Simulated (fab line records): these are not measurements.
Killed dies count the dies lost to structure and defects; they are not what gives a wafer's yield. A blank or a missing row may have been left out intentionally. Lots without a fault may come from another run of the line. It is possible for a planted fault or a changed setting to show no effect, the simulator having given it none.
Matching of chambers || flow sky130 || SKY_SPACER_ETCHBACK_02 on rie_diel-04: 4 sister chambers
The step etches Si3N4 in CH3F/O2, stops on SiO2, time 46.7 s, target depth 45 nm. 4 wafers are shown with their chamber, then 12 later ones without.

EACH WAFER AND ITS CHAMBER
{"wafer": "L082.5", "chamber": 0, "drypump_motor_current_A (A)": 5.6}
{"wafer": "L088.1", "chamber": 3, "drypump_motor_current_A (A)": 6.7}
{"wafer": "L089.3", "chamber": 1, "drypump_motor_current_A (A)": 5.5}
{"wafer": "L089.6", "chamber": 2, "drypump_motor_current_A (A)": 5.6}

WAFERS MISSING THEIR CHAMBER
{"wafer": "L090.1", "drypump_motor_current_A (A)": 5.6}
{"wafer": "L090.2", "drypump_motor_current_A (A)": 5.5}
{"wafer": "L090.6", "drypump_motor_current_A (A)": 5.5}
{"wafer": "L093.3", "drypump_motor_current_A (A)": 6.6}
{"wafer": "L093.4", "drypump_motor_current_A (A)": 5.6}
{"wafer": "L093.6", "drypump_motor_current_A (A)": 6.7}
{"wafer": "L094.2", "drypump_motor_current_A (A)": 5.6}
{"wafer": "L094.3", "drypump_motor_current_A (A)": 5.5}
{"wafer": "L094.5", "drypump_motor_current_A (A)": 6.6}
{"wafer": "L097.1", "drypump_motor_current_A (A)": 6.7}
{"wafer": "L097.2", "drypump_motor_current_A (A)": 5.6}
{"wafer": "L097.4", "drypump_motor_current_A (A)": 5.5}

WHICH CHAMBER EACH ONE RAN IN
{"wafer": "L090.1", "from the rows above": "can't be placed: 0 or 2", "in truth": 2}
{"wafer": "L090.2", "from the rows above": 1, "in truth": 1}
{"wafer": "L090.6", "from the rows above": 1, "in truth": 1}
{"wafer": "L093.3", "from the rows above": 3, "in truth": 3}
{"wafer": "L093.4", "from the rows above": "can't be placed: 0 or 2", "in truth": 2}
{"wafer": "L093.6", "from the rows above": 3, "in truth": 3}
{"wafer": "L094.2", "from the rows above": "can't be placed: 0 or 2", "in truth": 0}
{"wafer": "L094.3", "from the rows above": 1, "in truth": 1}
{"wafer": "L094.5", "from the rows above": 3, "in truth": 3}
{"wafer": "L097.1", "from the rows above": 3, "in truth": 3}
{"wafer": "L097.2", "from the rows above": "can't be placed: 0 or 2", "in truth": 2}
{"wafer": "L097.4", "from the rows above": 1, "in truth": 1}
8 of 12 placed correctly. From these rows, 4 cannot be placed; in 4 the true chamber is one of the candidates. Number placed wrongly: 0.
How it was worked out, from the rows above alone: a wafer's distance from a chamber is the root of the sum, over the readings, of the square of ((its reading less the chamber's mean) divided by the reading's scatter). If the next closest chamber is less than 2 further off than the closest, the wafer can't be placed; otherwise it belongs to the closest. For every chamber, the mean is computed from those of its wafers that are shown. The scatter: with one shown wafer a chamber, the root of the mean of the squares of how far each hidden wafer lies from its nearest shown one.
